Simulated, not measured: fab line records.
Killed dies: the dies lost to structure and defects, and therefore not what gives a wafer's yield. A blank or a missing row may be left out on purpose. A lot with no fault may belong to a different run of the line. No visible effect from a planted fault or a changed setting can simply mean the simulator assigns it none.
What tool caused it? ; flow sky130 ; 36 wafers from 12 lots sampled at 2 of the route's 708 steps

== WHAT EACH GAUGE READ, for each wafer ==
SKY_VIA4_THK_MEAS_01. Usual: for VIA4_HDPCVD_THK the level is 1748 nm and the standard deviation is 15.
lot;measured;on;VIA4_HDPCVD_THK (nm);flag
L964;day 41 13:51;film metro-01;1726 1751 1768;
L965;day 42 15:11;film metro-02;1741 1739 1732;
L966;day 42 18:22;film metro-02;1738 1748 1749;
L970;day 43 10:16;film metro-01;1732 1760 1758;
L973;day 44 04:35;film metro-03;1749 1759 1735;
L974;day 44 17:50;film metro-01;1772 1755 1769;
L975;day 45 02:14;film metro-03;1736 1749 1726;
L978;day 46 16:35;film metro-02;1732 1754 1756;
L980;day 46 20:19;film metro-03;1753 1759 1783;
L986;day 48 02:10;film metro-03;1739 1743 1754;
L985;day 48 05:11;film metro-03;1699 1739 1723;
L987;day 48 06:20;film metro-02;1748 1752 1758;

== TOOL THAT RAN EACH LOT (tool first, then ch and the chambers of the sampled wafers, then the start) ==
lot;SKY_CAP2M_STRIP_14
L964;plasma asher-01 ch 0,1, day 40 11:59
L965;plasma asher-03 ch 0,1, day 41 14:43
L966;plasma asher-01 ch 0,1, day 41 17:55
L970;plasma asher-03 ch 1, day 42 09:31
L973;plasma asher-03 ch 0,1, day 43 04:30
L974;plasma asher-01 ch 0,1, day 43 18:01
L975;plasma asher-01 ch 1, day 44 02:32
L978;plasma asher-03 ch 0,1, day 45 17:28
L980;plasma asher-01 ch 0,1, day 45 20:36
L986;plasma asher-02 ch 1, day 47 05:22
L985;plasma asher-03 ch 0,1, day 47 08:25
L987;plasma asher-02 ch 0,1, day 47 08:35
- SKY_CAP2M_STRIP_14: strips in O2/N2.

== WHAT THE TOOLS THEMSELVES READ (means of the sampled wafers that have a number; where no wafer has one, the mark that the record gives instead) ==
SKY_CAP2M_STRIP_14. Usual: drypump motor current A 5.8 A, standard deviation 0.5; oes product au 0.711 a.u., standard deviation 0.0042; strip time to endpoint s 12.66 s, standard deviation 0.043.
lot;tool;drypump motor current A (A);oes product au (a.u.);strip time to endpoint s (s);flag
L964;plasma asher-01;5.7;0.716;12.69;
L965;plasma asher-03;6.3;0.714;12.69;
L966;plasma asher-01;5.6;0.707;12.67;
L970;plasma asher-03;5.9;0.711;12.68;
L973;plasma asher-03;6.3;0.710;12.62;
L974;plasma asher-01;5.6;0.713;12.75;
L975;plasma asher-01;5.9;0.702;12.66;
L978;plasma asher-03;6.3;0.713;12.68;
L980;plasma asher-01;5.7;0.712;12.67;
L986;plasma asher-02;6.2;0.712;12.63;
L985;plasma asher-03;6.1;0.713;12.62;
L987;plasma asher-02;5.4;0.705;12.61;

== THE ANSWER, worked out from the rows above alone ==
Rule: lot off if the mean of its wafers having a number is beyond 3 standard deviations from the usual mean. A lot without any number at a reading at which 4 lots or more have one is off too. All remaining lots with rows at the step are treated as sound. First the gauges in route order, then the tools' own readings, where a lot's mean is used as printed above. The first step at which some lot is off is used, and at that step the reading that is off furthest; a lot without a number counts as furthest.
No lot is off on any of the readings shown, so nothing can be concluded from this.

== WHAT WAS PUT IN BY THE SIMULATOR ==
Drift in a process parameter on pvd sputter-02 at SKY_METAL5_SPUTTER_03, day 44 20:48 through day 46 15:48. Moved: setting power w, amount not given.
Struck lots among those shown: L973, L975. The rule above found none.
